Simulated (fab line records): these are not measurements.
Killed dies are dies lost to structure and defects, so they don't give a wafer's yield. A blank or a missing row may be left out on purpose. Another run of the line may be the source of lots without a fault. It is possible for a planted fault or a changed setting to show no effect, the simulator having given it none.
The tool behind it: which one?	flow sky130	36 wafers from 12 lots sampled at 6 of the route's 708 steps

== WHAT EACH GAUGE READ, for each wafer ==
SKY_GATE_OXIDE_OVL_MEAS_10.
lot	measured	on	GATE_OXIDE_OVL (nm)
L706	day 15 00:55	overlay-01	1.0 2.6 1.4
L707	day 15 14:13	overlay-02	-0.8 -0.2 1.5
L708	day 15 14:35	overlay-01	0.1 2.4 2.2
L709	day 16 02:31	overlay-01	0.0 0.0 2.2
L710	day 16 04:30	overlay-01	-1.2 1.1 1.9
L712	day 16 23:10	overlay-02	0.8 0.1 0.2
L714	day 17 16:38	overlay-01	2.5 3.6 0.8
L716	day 18 06:41	overlay-01	0.1 1.2 -0.5
L717	day 18 20:02	overlay-01	2.3 3.9 1.7
L718	day 19 05:50	overlay-02	3.5 2.7 1.9
L721	day 20 11:55	overlay-01	2.9 1.5 0.1
L726	day 22 11:29	overlay-02	1.1 2.1 1.2

SKY_POLY_GATE_THK_MEAS_01.
lot	measured	on	POLY_GATE_CVD_00_THK (nm)
L706	day 15 04:40	film-metro-01	182.2 181.0 180.5
L707	day 15 17:43	film-metro-03	179.0 178.5 179.3
L708	day 15 18:56	film-metro-01	181.5 182.2 181.6
L709	day 16 06:18	film-metro-01	176.8 176.6 178.6
L710	day 16 10:37	film-metro-01	181.0 182.3 181.5
L712	day 17 03:44	film-metro-02	185.8 187.5 186.8
L714	day 17 20:51	film-metro-03	183.6 184.2 182.9
L716	day 18 11:12	film-metro-01	179.4 176.6 176.2
L717	day 18 23:16	film-metro-02	181.1 180.1 179.1
L718	day 19 09:22	film-metro-03	181.9 181.2 181.9
L721	day 20 15:09	film-metro-02	179.0 178.0 180.5
L726	day 22 14:43	film-metro-01	182.0 183.3 183.9

SKY_POLY_GATE_THK_MEAS_21.
lot	measured	on	POLY_GATE_OXIDATION_THK (nm)
L706	day 17 18:55	film-metro-02	4.09 4.05 4.03
L707	day 18 07:21	film-metro-02	4.04 3.85 4.01
L708	day 18 11:14	film-metro-02	3.97 3.96 4.02
L709	day 18 21:31	film-metro-03	4.00 3.89 3.97
L710	day 19 03:11	film-metro-02	3.92 4.00 3.90
L712	day 19 21:47	film-metro-01	4.00 4.03 4.04
L714	day 20 15:12	film-metro-03	3.94 3.98 3.86
L716	day 21 05:05	film-metro-02	4.01 4.12 4.10
L717	day 21 23:16	film-metro-01	3.98 3.92 3.97
L718	day 22 03:14	film-metro-02	3.99 3.95 4.02
L721	day 23 07:58	film-metro-01	3.96 3.99 4.05
L726	day 25 06:17	film-metro-02	4.07 4.06 3.97

SKY_SD_P_CD_MEAS_07: the cd target is 380 nm.
lot	measured	on	cd-nm (nm)
L706	day 26 20:58	cd-sem-01	383.0 382.6 380.9
L707	day 27 08:25	cd-sem-02	381.0 380.7 375.6
L708	day 27 12:11	cd-sem-01	380.9 380.2 381.3
L709	day 27 21:59	cd-sem-01	380.0 380.2 379.4
L710	day 28 01:32	cd-sem-02	380.1 382.8 381.5
L712	day 28 19:13	cd-sem-01	374.8 373.9 374.8
L714	day 29 11:25	cd-sem-02	374.6 376.6 374.3
L716	day 30 00:52	cd-sem-02	377.0 377.4 379.5
L717	day 30 16:11	cd-sem-02	379.8 380.8 379.3
L718	day 30 18:20	cd-sem-01	- - -
L721	day 31 21:25	cd-sem-01	381.4 383.2 381.1
L726	day 33 16:37	cd-sem-02	380.6 382.7 381.1

SKY_SD_P_TW_MEAS_11.
lot	measured	on	SD_P_TW
L706	day 26 21:22	film-metro-01	2861 2839 2849
L707	day 27 08:49	film-metro-03	2808 2808 2796
L708	day 27 12:35	film-metro-01	2858 2844 2876
L709	day 27 22:23	film-metro-02	2875 2870 2871
L710	day 28 01:54	film-metro-03	2803 2825 2817
L712	day 28 19:38	film-metro-01	2858 2853 2861
L714	day 29 11:50	film-metro-02	2875 2878 2879
L716	day 30 01:14	film-metro-02	2883 2874 2884
L717	day 30 16:35	film-metro-03	2839 2837 2838
L718	day 30 18:43	film-metro-01	30 31 30 30 30 31
L721	day 31 21:49	film-metro-03	2821 2845 2818
L726	day 33 17:00	film-metro-02	2862 2849 2864

== TOOL THAT RAN EACH LOT (tool first, then ch and the chambers of the sampled wafers, then the start) ==
lot	SKY_SD_P_EXPOSE_04
L706	iline-stepper-01 ch 0, day 26 06:47
L707	iline-stepper-01 ch 0, day 26 18:01
L708	iline-stepper-01 ch 0, day 26 21:35
L709	iline-stepper-01 ch 0, day 27 07:45
L710	iline-stepper-02 ch 0, day 27 12:09
L712	iline-stepper-01 ch 0, day 28 04:32
L714	iline-stepper-01 ch 0, day 28 21:37
L716	iline-stepper-01 ch 0, day 29 10:41
L717	iline-stepper-02 ch 0, day 30 02:52
L718	iline-stepper-01 ch 0, day 30 05:21
L721	iline-stepper-02 ch 0, day 31 08:22
L726	iline-stepper-01 ch 0, day 33 02:49
- SKY_SD_P_EXPOSE_04: exposes mask PSDM, target cd 380 nm.

== AS READ BY THE TOOLS THEMSELVES (means over the sampled wafers that have a number; for cases with no such wafer, the mark the record gives instead) ==
The record holds no such reading with a usual standard deviation.

== THE ANSWER, worked out from the rows above alone ==
Rule: what is usual is taken from the lots themselves. Put in order of their means at a reading, lots are off if they are a third of the lots or fewer, leave a main group of 4 or more, and stand apart from it by a gap of 3 or more times the standard deviation of the main group's means; of several such gaps the widest counts. A main group is skipped when, at the precision printed for the reading in the tables above, its means are all equal. A lot without any number at a reading at which 4 lots or more have one is off too. The other lots that the step has rows for count as sound. Order of review: gauges by route order, followed by the tools' own readings, for which a lot's mean as printed above is used. The first step at which some lot is off is used, and at that step the reading that is off furthest; a lot without a number counts as furthest.
Off, at SKY_SD_P_CD_MEAS_07 on cd-nm: L718. Without a number there: L718. The main group: mean 379.5 nm, standard deviation 2.5.
If a tool, at a process step before that reading, ran all the lots that are off and no sound lot after the first of them, it fits. The gauges at SKY_SD_P_CD_MEAS_07 aren't tried: what is off there is off at SKY_SD_P_TW_MEAS_11 too, on other tools, and a gauge's error can't cause that. No candidate that was tried fits.

== WHAT HAD BEEN PUT IN BY THE SIMULATOR ==
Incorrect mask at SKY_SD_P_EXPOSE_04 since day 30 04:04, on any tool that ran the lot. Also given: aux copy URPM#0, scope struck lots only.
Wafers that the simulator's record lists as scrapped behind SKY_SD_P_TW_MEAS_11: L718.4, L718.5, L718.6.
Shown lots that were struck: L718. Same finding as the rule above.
